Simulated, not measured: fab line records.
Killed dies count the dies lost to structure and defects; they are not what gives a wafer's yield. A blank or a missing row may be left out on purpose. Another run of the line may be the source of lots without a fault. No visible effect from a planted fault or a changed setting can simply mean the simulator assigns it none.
Which tool is to blame? ; flow sky130 ; 10 lots, 30 wafers sampled, at 5 steps of a route of 708

== WHAT THE GAUGES READ, wafer by wafer ==
SKY_PASSIVATION_THK_MEAS_03. Usual: PASSIVATION_CVD_02_THK typically reads 536 nm, with standard deviation 7.1.
lot;measured;on;PASSIVATION_CVD_02_THK (nm);flag
L215;day 43 18:47;filmMetro-02;530 533 543;
L219;day 45 01:26;filmMetro-02;542 546 542;
L223;day 45 21:04;filmMetro-01;532 538 544;
L224;day 46 04:28;filmMetro-01;537 539 545;
L225;day 46 13:04;filmMetro-01;523 537 525;
L229;day 47 11:11;filmMetro-01;528 526 540;
L232;day 47 22:46;filmMetro-03;209 207 209;OFF
L233;day 48 01:44;filmMetro-01;531 529 540;
L238;day 49 12:15;filmMetro-01;531 531 540;
L237;day 49 18:08;filmMetro-03;200 212 211;OFF

== WHAT TOOL EACH LOT RAN ON (gives the tool, then ch and the chambers of the sampled wafers, and finally the start) ==
lot;SKY_VIA4_ETCH_12;SKY_VIA4_STRIP_13;SKY_VIA4_CVD_18;SKY_PASSIVATION_CVD_02
L215;rieDiel-04 ch 0,2,3, day 42 17:38;plasmaAsher-01 ch 0,1, day 42 17:42;cvdW-02 ch 0,1, day 42 18:23;pecvd-04 ch 0,1,2, day 43 18:34
L219;rieDiel-03 ch 1,2,3, day 44 00:23;plasmaAsher-04 ch 0,1, day 44 00:27;cvdW-02 ch 0,1, day 44 01:07;pecvd-03 ch 0,1,2, day 45 01:13
L223;rieDiel-03 ch 2,3, day 44 20:50;plasmaAsher-01 ch 0,1, day 44 20:54;cvdW-01 ch 0, day 44 21:34;pecvd-01 ch 1,2, day 45 20:50
L224;rieDiel-03 ch 2,3, day 45 04:37;plasmaAsher-02 ch 0,1, day 45 04:41;cvdW-02 ch 0,1, day 45 05:20;pecvd-03 ch 0,1, day 46 04:14
L225;rieDiel-03 ch 0,1,3, day 45 14:38;plasmaAsher-02 ch 0,1, day 45 14:44;cvdW-01 ch 0,1, day 45 15:25;pecvd-04 ch 0,1, day 46 12:49
L229;rieDiel-04 ch 0,1, day 46 11:02;plasmaAsher-04 ch 0,1, day 46 11:06;cvdW-01 ch 0,1, day 46 12:17;pecvd-04 ch 0,2, day 47 10:58
L232;rieDiel-04 ch 0,2,3, day 47 01:01;plasmaAsher-01 ch 0,1, day 47 01:05;cvdW-01 ch 0, day 47 01:47;pecvd-03 ch 0,1,2, day 47 22:33
L233;rieDiel-04 ch 0,2,3, day 47 04:14;plasmaAsher-02 ch 0,1, day 47 04:19;cvdW-01 ch 0,1, day 47 04:58;pecvd-04 ch 1,2, day 48 01:31
L238;rieDiel-03 ch 1,3, day 48 16:25;plasmaAsher-04 ch 0, day 48 16:29;cvdW-01 ch 0,1, day 48 17:08;pecvd-04 ch 0,1, day 49 12:01
L237;rieDiel-02 ch 0,1, day 48 21:55;plasmaAsher-02 ch 0,1, day 48 22:01;cvdW-01 ch 0,1, day 48 22:41;pecvd-03 ch 0,1,2, day 49 17:53
- SKY_VIA4_ETCH_12: etches SiO2 in C4F8/O2/Ar, stops on TiN, target depth 580 nm.
- SKY_VIA4_STRIP_13: strips in O2/N2.
- SKY_VIA4_CVD_18: deposits W, target thk 505 nm, time 152.14 s.
- SKY_PASSIVATION_CVD_02: deposits Si3N4, target thk 540 nm.

== WHAT THE TOOLS THEMSELVES READ (means of the sampled wafers that have a number; where no wafer has one, the mark that the record gives instead) ==
SKY_VIA4_ETCH_12. Usual: oesProductAu at 0.925 a.u., with a standard deviation of 0.0046.
lot;tool;oesProductAu (a.u.);flag
L215;rieDiel-04;0.928;
L219;rieDiel-03;0.925;
L223;rieDiel-03;0.927;
L224;rieDiel-03;0.920;
L225;rieDiel-03;0.924;
L229;rieDiel-04;0.929;
L232;rieDiel-04;0.928;
L233;rieDiel-04;0.929;
L238;rieDiel-03;0.924;
L237;rieDiel-02;0.926;

SKY_VIA4_STRIP_13. Usual: drypumpMotorCurrentA 5.77 A, standard deviation 0.12; o2FlowSccm 3000 sccm, standard deviation 9.1; oesProductAu 0.710 a.u., standard deviation 0.0048; stripTimeToEndpointS 12.800 s, standard deviation 0.027.
lot;tool;drypumpMotorCurrentA (A);o2FlowSccm (sccm);oesProductAu (a.u.);stripTimeToEndpointS (s);flag
L215;plasmaAsher-01;5.73;3002;0.710;12.790;
L219;plasmaAsher-04;5.94;2998;0.710;12.807;
L223;plasmaAsher-01;5.69;3000;0.711;12.811;
L224;plasmaAsher-02;5.75;3001;0.707;12.826;
L225;plasmaAsher-02;5.82;3002;0.716;12.802;
L229;plasmaAsher-04;5.91;3000;0.709;12.791;
L232;plasmaAsher-01;5.67;2996;0.711;12.776;
L233;plasmaAsher-02;5.75;3008;0.708;12.797;
L238;plasmaAsher-04;5.90;3006;0.712;12.788;
L237;plasmaAsher-02;5.76;3002;0.710;12.794;

SKY_VIA4_CVD_18. Usual: heaterPowerOuterW 496 W, standard deviation 44; heaterPowerW 836 W, standard deviation 87.
lot;tool;heaterPowerOuterW (W);heaterPowerW (W);flag
L215;cvdW-02;489;795;
L219;cvdW-02;481;805;
L223;cvdW-01;465;776;
L224;cvdW-02;517;871;
L225;cvdW-01;505;860;
L229;cvdW-01;482;814;
L232;cvdW-01;463;777;
L233;cvdW-01;511;854;
L238;cvdW-01;474;823;
L237;cvdW-01;508;864;

SKY_PASSIVATION_CVD_02. Usual: heaterPowerOuterW 443 W, standard deviation 58; heaterPowerW 745 W, standard deviation 88.
lot;tool;heaterPowerOuterW (W);heaterPowerW (W);flag
L215;pecvd-04;434;719;
L219;pecvd-03;443;762;
L223;pecvd-01;396;706;
L224;pecvd-03;371;643;
L225;pecvd-04;475;747;
L229;pecvd-04;457;766;
L232;pecvd-03;430;733;
L233;pecvd-04;451;733;
L238;pecvd-04;468;743;
L237;pecvd-03;422;723;

== THE ANSWER, worked out from the rows above alone ==
Rule: take the mean of a lot's wafers that have a number; if it is more than 3 standard deviations from the usual mean, the lot is off. Also off: a lot with no number at a reading for which 4 or more lots have one. Where the step has rows for the other lots, those lots are counted as sound. The gauges are gone through in route order, then the tools' own readings, and for those a lot's mean is taken as printed above. The first step at which some lot is off is used, and at that step the reading that is off furthest; a lot without a number counts as furthest.
Off: L232, L237, seen at SKY_PASSIVATION_THK_MEAS_03 (PASSIVATION_CVD_02_THK).
A tool fits if, at a process step before that reading, it ran every lot that is off, and no sound lot after the first of them. The gauges at SKY_PASSIVATION_THK_MEAS_03 are tried like those tools. This does not decide it: 2 tools fit, namely pecvd-03 at SKY_PASSIVATION_CVD_02 and filmMetro-03 at SKY_PASSIVATION_THK_MEAS_03.

== WHAT WAS PUT IN BY THE SIMULATOR ==
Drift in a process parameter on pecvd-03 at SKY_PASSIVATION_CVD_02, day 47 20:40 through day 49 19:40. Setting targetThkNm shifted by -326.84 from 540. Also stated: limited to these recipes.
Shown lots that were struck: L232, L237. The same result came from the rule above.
